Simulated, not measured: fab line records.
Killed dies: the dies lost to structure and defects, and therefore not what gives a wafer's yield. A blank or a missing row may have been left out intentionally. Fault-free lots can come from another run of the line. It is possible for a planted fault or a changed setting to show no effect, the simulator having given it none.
2 desks looking at one fault :: flow sky130 :: every desk sees just its own numbers, and what lay behind them comes last

== METROLOGY DESK ==
What the gauges read, lot by lot, whatever tool the lot ran on: means of the sampled wafers that have a number. A lot is out of limits, marked OUT, if its mean lies more than 4 standard deviations from the usual mean; the brackets give that distance.
Columns: A = cd_nm at SKY_METAL4_CD_MEAS_13, usual 300.2 nm
lot: L199
first seen here: day 42 02:25
A: 301.0

lot: L201
first seen here: day 42 09:52
A: 297.8

lot: L204
first seen here: day 43 12:16
A: 303.1

lot: L206
first seen here: day 44 05:06
A: 301.7

lot: L207
first seen here: day 44 08:13
A: 300.0

lot: L209
first seen here: day 44 20:47
A: 299.2

lot: L210
first seen here: day 45 00:38
A: 298.3

lot: L211
first seen here: day 45 08:35
A: 299.9

lot: L213
first seen here: day 45 20:41
A: 300.6

lot: L214
first seen here: day 46 08:24
A: 298.5

lot: L216
first seen here: day 46 14:21
A: 298.1

lot: L219
first seen here: day 47 08:41
A: 299.7
This desk found nothing out of limits on any of the 12 lots.

== FOR THE TOOL OWNER'S DESK: plasma_asher-03 ==
The tool's own readings at SKY_METAL2_STRIP_20 (strips in O2/N2): means of the sampled wafers that have a number, for each lot that ran on this tool. A lot is out of limits, marked OUT, if its mean lies more than 4 standard deviations from the usual mean; the brackets give that distance.
Columns: A = drypump_motor_current_A at SKY_METAL2_STRIP_20, usual 6.0 A; B = n2_flow_sccm at SKY_METAL2_STRIP_20, usual 300.0 sccm; C = oes_product_au at SKY_METAL2_STRIP_20, usual 0.344 a.u.; D = strip_time_to_endpoint_s at SKY_METAL2_STRIP_20, usual 2.70 s
lot: L199
first seen here: day 35 15:40
A: 6.4
B: 299.7
C: 0.348
D: 2.72

lot: L201
first seen here: day 35 21:17
A: 6.4
B: 298.9
C: 0.344
D: 2.75

lot: L206
first seen here: day 37 22:07
A: 6.4
B: 298.8
C: 0.349
D: 2.78

lot: L207
first seen here: day 38 00:53
A: 6.4
B: 298.8
C: 0.338
D: 2.66

lot: L211
first seen here: day 39 05:49
A: 6.4
B: 301.0
C: 0.348
D: 2.78

lot: L216
first seen here: day 40 16:34
A: 6.4
B: 300.2
C: 0.346
D: 2.72

lot: L219
first seen here: day 41 14:44
A: 6.4
B: 300.8
C: 0.341
D: 2.63
This desk found nothing out of limits on any of the 7 lots.

== BROUGHT TOGETHER ==
Metrology desk: nothing out of limits seen.
The desk of the tool owner found nothing out of limits.

== WHAT THE SIMULATOR HAD PUT IN ==
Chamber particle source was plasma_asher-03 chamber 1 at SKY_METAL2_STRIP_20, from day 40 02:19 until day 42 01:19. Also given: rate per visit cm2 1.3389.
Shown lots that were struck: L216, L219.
